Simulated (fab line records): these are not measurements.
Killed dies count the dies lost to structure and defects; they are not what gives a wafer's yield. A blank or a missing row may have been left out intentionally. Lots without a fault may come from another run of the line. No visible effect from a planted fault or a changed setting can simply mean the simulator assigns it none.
Chamber matching ; flow gf180mcu ; 4 sister chambers for GF_V3_CMP_04 on cmp-02
The step polishes SiO2. 4 wafers are shown with their chamber, then 8 later ones without.

EACH WAFER AND ITS CHAMBER
wafer;chamber;motorCurrentA (A)
L308.5;3;12.7
L308.6;0;12.4
L309.5;2;13.7
L311.2;1;10.9

WAFERS MISSING THEIR CHAMBER
wafer;motorCurrentA (A)
L311.3;13.1
L311.6;13.9
L319.1;12.9
L319.3;11.7
L319.4;13.0
L321.1;12.4
L321.3;12.1
L321.6;11.4

THE CHAMBER EACH PASSED THROUGH
wafer;from the rows above;in truth
L311.3;can't be placed: 3 or 2 or 0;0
L311.6;2;2
L319.1;can't be placed: 3 or 0 or 2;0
L319.3;can't be placed: 0 or 1 or 3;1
L319.4;can't be placed: 3 or 0 or 2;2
L321.1;can't be placed: 0 or 3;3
L321.3;can't be placed: 0 or 3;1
L321.6;can't be placed: 1 or 0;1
Correctly placed: 1 of 8. Can't be placed from these rows: 7 (the true chamber is among the candidates in 6). Wrongly placed: 0.
How it was worked out, from the rows above alone: a wafer's distance from a chamber is the root of the sum, over the readings, of the square of ((its reading less the chamber's mean) divided by the reading's scatter). If the next closest chamber is less than 2 further off than the closest, the wafer can't be placed; otherwise it belongs to the closest. The mean given for a chamber averages the wafers shown for that chamber. The scatter: root of mean squared gap, hidden wafer to nearest shown wafer, with one shown wafer a chamber.
